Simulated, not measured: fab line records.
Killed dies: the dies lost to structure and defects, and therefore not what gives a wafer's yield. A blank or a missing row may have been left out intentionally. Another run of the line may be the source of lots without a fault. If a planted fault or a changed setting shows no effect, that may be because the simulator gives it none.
2 desks looking at one fault | flow gf180mcu | numbers are kept per desk, each desk with only its own; the story behind them comes last

== METROLOGY DESK ==
What the gauges read for every lot (on any tool): the sampled wafers with a number, averaged. A lot is out of limits, marked OUT, if its mean lies more than 4 standard deviations from the usual mean; the brackets give that distance.
Columns: A = M4_ALCU_RS at GF_M4_RS_MEAS_05, usual 0.0695 ohm/sq
lot  | first seen here | A
L488 | day 22 10:33    | 0.0711
L490 | day 23 05:00    | 0.0704
L493 | day 24 09:17    | 0.0697
L494 | day 24 20:09    | 0.0695
L495 | day 25 06:15    | 0.0689
L496 | day 25 12:43    | 0.0697
L497 | day 25 18:32    | 0.0693
L498 | day 26 06:07    | 0.0694
L499 | day 26 06:42    | 0.0694
L501 | day 27 01:40    | 0.0700
L502 | day 27 07:55    | 0.0690
L510 | day 29 11:20    | 0.0699
Finding of this desk: none of the 12 lots has anything out of limits.

== TOOL OWNER'S DESK, cmp-01 ==
The tool's own readings at GF_V4_CMP_04 (polishes SiO2): means of the sampled wafers that have a number, for each lot that ran on this tool. A lot is out of limits, marked OUT, if its mean lies more than 4 standard deviations from the usual mean; the brackets give that distance.
Columns: A = motor-current-A at GF_V4_CMP_04, usual 11.8 A; B = time-to-endpoint-s at GF_V4_CMP_04, usual 80 s
lot  | first seen here | A    | B
L490 | day 24 04:19    | 11.6 | 81
L494 | day 25 18:55    | 12.0 | 77
L496 | day 26 11:23    | 12.3 | 76
L498 | day 27 03:16    | 12.1 | 72
L499 | day 27 04:43    | 11.0 | 76
L501 | day 27 22:35    | 11.5 | 72
L502 | day 28 04:29    | 10.9 | 67
Finding of this desk: none of the 7 lots has anything out of limits.

== PUT TOGETHER ==
The metrology desk saw nothing out of limits.
The desk of the tool owner found nothing out of limits.

== WHAT THE SIMULATOR HAD PUT IN ==
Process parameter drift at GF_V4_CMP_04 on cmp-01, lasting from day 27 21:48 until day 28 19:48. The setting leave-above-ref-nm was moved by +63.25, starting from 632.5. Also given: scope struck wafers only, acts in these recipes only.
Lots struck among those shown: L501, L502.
